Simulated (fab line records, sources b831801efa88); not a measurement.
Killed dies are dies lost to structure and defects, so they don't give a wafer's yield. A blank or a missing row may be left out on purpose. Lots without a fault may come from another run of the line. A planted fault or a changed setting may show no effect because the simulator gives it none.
Chamber matching | flow gf180mcu | GF_SAB_WET_ETCH_12 on wet_bench-04: 3 sister chambers
The step etches SiO2 in dHF, target depth 22 nm, time 440 s. 14 wafers are shown with their chamber, then 4 later ones without.

WAFERS WITH THEIR CHAMBER
wafer  | chamber | run_length_s (s)
L741.3 | 0       | 474
L741.4 | 0       | 474
L741.6 | 0       | 474
L744.1 | 3       | 465
L744.2 | 3       | 465
L744.6 | 3       | 465
L745.2 | 0       | 467
L745.4 | 0       | 467
L745.5 | 0       | 467
L747.1 | 1       | 464
L747.2 | 1       | 464
L747.5 | 1       | 464
L750.2 | 1       | 472
L750.4 | 1       | 472

SIGNATURES (means of the wafers above)
reading      | chamber 0 | chamber 1 | chamber 3 | scatter within a chamber
run_length_s | 470.50    | 467.20    | 465.00    | 3.7
Rule: a wafer's distance from a chamber is the root of the sum, over the readings, of the square of ((its reading less the chamber's mean) divided by the reading's scatter). The wafer belongs to the nearest chamber; if the next one is less than 2 further off, it can't be placed. The scatter: the root of (the sum of the squares of (reading less its chamber's mean) over the shown wafers, divided by (wafers less chambers)).

WAFERS WITHOUT THEIR CHAMBER
wafer  | run_length_s (s)
L750.6 | 472
L764.2 | 472
L764.3 | 472
L764.5 | 472

WHICH CHAMBER EACH WENT THROUGH
wafer  | from the rows above          | in truth
L750.6 | can't be placed: 0 or 1 or 3 | 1
L764.2 | can't be placed: 0 or 1 or 3 | 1
L764.3 | can't be placed: 0 or 1 or 3 | 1
L764.5 | can't be placed: 0 or 1 or 3 | 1
Placed correctly: 0 of 4. Can't be placed from these rows: 4 (the true chamber is among the candidates in 4). Placed wrongly: 0.
